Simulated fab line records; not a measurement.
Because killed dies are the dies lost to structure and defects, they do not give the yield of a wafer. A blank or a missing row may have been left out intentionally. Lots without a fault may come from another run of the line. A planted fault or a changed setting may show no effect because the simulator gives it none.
2 desks, one fault    flow gf180mcu    each desk holds nothing but its own numbers, with what lay behind them at the end

## FROM THE METROLOGY DESK
Means of the sampled wafers that have a number, per lot and without regard to the tool the lot ran on: this is what the gauges read. If a lot's mean is further than 4 standard deviations from the usual mean, the lot is out of limits and carries the mark OUT (the distance appears in the brackets).
Columns: A = VT_IMPLANT_03_OVL at GF_VT_IMPLANT_OVL_MEAS_40, usual 0.4 nm; B = DUAL_GATE_OXIDATION_00_THK at GF_DUAL_GATE_THK_MEAS_03, usual 10.93 nm; C = SALICIDE_TIN_THK at GF_SALICIDE_THK_MEAS_05, usual 20.11 nm
lot   first seen here  A     B                C
L319  day 7 16:13      -1.7  11.08            20.20
L320  day 7 23:49      0.2   11.01            20.20
L321  day 8 07:32      0.3   10.74            20.27
L325  day 9 07:02      0.7   11.09            19.93
L326  day 9 12:38      0.2   11.28            20.17
L327  day 9 19:06      0.9   16.85 (+27) OUT  20.22
L328  day 10 00:46     -1.2  16.98 (+27) OUT  19.88
L333  day 11 11:56     1.3   10.75            20.02
L336  day 12 11:05     1.8   10.97            20.10
L337  day 12 16:06     -0.3  10.58            20.04
L339  day 13 02:33     -1.1  10.81            19.54
L341  day 14 03:44     2.9   10.57            20.06
L342  day 14 05:22     1.4   10.79            20.29
This desk reports L327, L328 out of limits; the earliest was L327 at day 9 22:31 (DUAL_GATE_OXIDATION_00_THK at GF_DUAL_GATE_THK_MEAS_03). Within limits: L319, L320, L321, L325, L326, L333, L336, L337, L339, L341, L342.

## AT THE TOOL OWNER'S DESK: furnace-01
The tool's own readings at GF_DUAL_GATE_OXIDATION_02 (stabilise 600 s, purge 300 s, target thk 10.887 nm): means of the sampled wafers that have a number, for each lot that ran on this tool. If a lot's mean is further than 4 standard deviations from the usual mean, the lot is out of limits and carries the mark OUT (the distance appears in the brackets).
Columns: A = spike-tc-top-C at GF_DUAL_GATE_OXIDATION_02, usual 915.2 C; B = tube_center_temp_C_max at GF_DUAL_GATE_OXIDATION_02, usual 902.2
lot   first seen here  A      B
L319  day 7 18:58      916.7  902.3
L320  day 8 00:59      915.8  902.0
L321  day 8 08:41      915.5  902.7
L325  day 9 09:31      915.6  902.1
L326  day 9 14:31      917.0  902.4
L327  day 9 21:04      915.7  902.3
L328  day 10 01:56     916.2  902.2
This desk's finding: nothing out of limits on any of the 7 lots.

## ALL TOGETHER
L327, L328 would have let the metrology desk raise an alarm at day 9 22:31.
The tool owner's desk saw nothing out of limits.
On record at the tool owner's desk: L327, L328, within its limits.
Every lot named ran GF_DUAL_GATE_OXIDATION_02 on furnace-01.

## WHAT THE SIMULATOR HAD INSERTED
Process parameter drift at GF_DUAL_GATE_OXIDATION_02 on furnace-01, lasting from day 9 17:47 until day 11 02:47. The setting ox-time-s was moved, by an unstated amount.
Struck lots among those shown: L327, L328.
Delay in hours, fault start to first out-of-limits reading, per desk: metrology desk 5.
